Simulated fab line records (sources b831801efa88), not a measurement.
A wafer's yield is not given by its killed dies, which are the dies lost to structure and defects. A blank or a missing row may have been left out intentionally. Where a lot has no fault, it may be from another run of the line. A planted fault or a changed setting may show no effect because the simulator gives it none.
Chamber matching    flow sky130    SKY_FIELD_ISO_CMP_27 on cmp-02: 4 sister chambers
The step polishes, stops on Si3N4, t overpolish 16 s, target thk 457.8 nm. 16 wafers are shown with their chamber, then 8 later ones without.

## WAFERS, EACH WITH ITS CHAMBER
wafer   chamber  motorCurrentA (A)
L273.1  1        12.0
L273.2  2        10.7
L273.6  1        12.1
L276.2  0        13.2
L276.5  0        12.5
L276.6  3        11.6
L279.2  3        11.3
L279.5  1        12.0
L279.6  2        10.7
L291.1  3        11.5
L291.3  2        10.8
L291.4  0        13.1
L292.4  2        10.6
L292.5  0        12.6
L292.6  3        10.5
L293.2  2        10.3

SIGNATURES (averages over the wafers above)
reading        chamber 0  chamber 1  chamber 2  chamber 3  scatter within a chamber
motorCurrentA  12.850     12.033     10.620     11.225     0.326
Rule: for a wafer and a chamber, the distance is found by dividing, reading by reading, the gap between the wafer's reading and the chamber's mean by the reading's scatter, squaring, summing and taking the root. If the next closest chamber is less than 2 further off than the closest, the wafer can't be placed; otherwise it belongs to the closest. How the scatter is found: for the shown wafers, subtract from each reading the mean of its chamber, square and add these, divide the total by (wafers less chambers), then take the root.

## WAFERS WITHOUT THEIR CHAMBER
wafer   motorCurrentA (A)
L293.4  12.8
L293.6  10.6
L294.3  11.0
L294.4  12.4
L294.5  11.2
L296.3  12.9
L296.4  12.7
L296.5  13.0

## THE CHAMBER EACH PASSED THROUGH
wafer    from the rows above       in truth
L293.4   0                         0
L293.6   can't be placed: 2 or 3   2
L294.3   can't be placed: 3 or 2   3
L294.4   can't be placed: 1 or 0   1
L294.5   can't be placed: 3 or 2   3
L296.3   0                         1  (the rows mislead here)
L296.4   can't be placed: 0 or 1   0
L296.5   0                         0
Placed correctly: 2 of 8. These rows do not allow placing 5 (true chamber among the candidates in 5). Number placed wrongly: 1.
